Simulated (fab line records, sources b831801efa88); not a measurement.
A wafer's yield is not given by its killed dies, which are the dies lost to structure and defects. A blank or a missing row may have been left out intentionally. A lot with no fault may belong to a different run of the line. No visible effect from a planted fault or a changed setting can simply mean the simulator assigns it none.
A single fault, viewed from 2 desks / flow gf180mcu / numbers are kept per desk, each desk with only its own; the story behind them comes last

## METROLOGY DESK
What the gauges read, lot by lot, whatever tool the lot ran on: means of the sampled wafers that have a number. If a lot's mean is further than 4 standard deviations from the usual mean, the lot is out of limits and carries the mark OUT (the distance appears in the brackets).
Columns: A = SAB_OVL at GF_SAB_OVL_MEAS_10, usual 0.3 nm; B = SALICIDE_TIN_RS at GF_SALICIDE_RS_MEAS_04, usual 16.3 ohm/sq; C = SALICIDE_TIN_THK at GF_SALICIDE_THK_MEAS_05, usual 19.9 nm
lot=L902; first seen here=day 15 19:15; A=0.1; B=16.0; C=20.2
lot=L909; first seen here=day 18 15:45; A=1.6; B=16.0; C=19.9
lot=L913; first seen here=day 20 07:16; A=0.9; B=15.9; C=20.4
lot=L914; first seen here=day 20 08:32; A=2.1; B=16.7; C=19.9
lot=L915; first seen here=day 20 22:17; A=-0.4; B=16.5; C=20.1
lot=L923; first seen here=day 23 09:50; A=-0.4; B=16.2; C=19.7
This desk found nothing out of limits on any of the 6 lots.

## AT THE TOOL OWNER'S DESK: rtp-anneal-02
At GF_SALICIDE_RTA_08 (time 30 s), the tool's own readings, given per lot that ran on this tool as the mean of the sampled wafers with a number. If a lot's mean is further than 4 standard deviations from the usual mean, the lot is out of limits and carries the mark OUT (the distance appears in the brackets).
Columns: A = lamp-power-pct at GF_SALICIDE_RTA_08, usual 17.5 %; B = wafer_temp_C_max at GF_SALICIDE_RTA_08, usual 804.4
lot=L909; first seen here=day 18 16:38; A=19.0; B=805.3
lot=L913; first seen here=day 20 08:06; A=28.4 (+11) OUT; B=938.2 (+99 or more) OUT
lot=L914; first seen here=day 20 09:20; A=28.4 (+11) OUT; B=939.6 (+99 or more) OUT
Finding of this desk: L913, L914 out of limits; the first was L913 at day 20 08:06, on lamp-power-pct at GF_SALICIDE_RTA_08. In limits: L909.

## TAKEN TOGETHER
An alarm could have come from the tool owner's desk at day 20 08:06, on L913, L914.
At the metrology desk, nothing out of limits was observed.
The metrology desk holds a record of L913, L914, inside its limits.
On rtp-anneal-02, each named lot ran GF_SALICIDE_RTA_08.

## WHAT THE SIMULATOR PUT IN
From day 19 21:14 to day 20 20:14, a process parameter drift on rtp-anneal-02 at GF_SALICIDE_RTA_08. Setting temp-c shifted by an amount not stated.
Lots struck among those shown: L913, L914.
Hours from the fault's start to each desk's first reading out of limits: the tool owner's desk, 11.
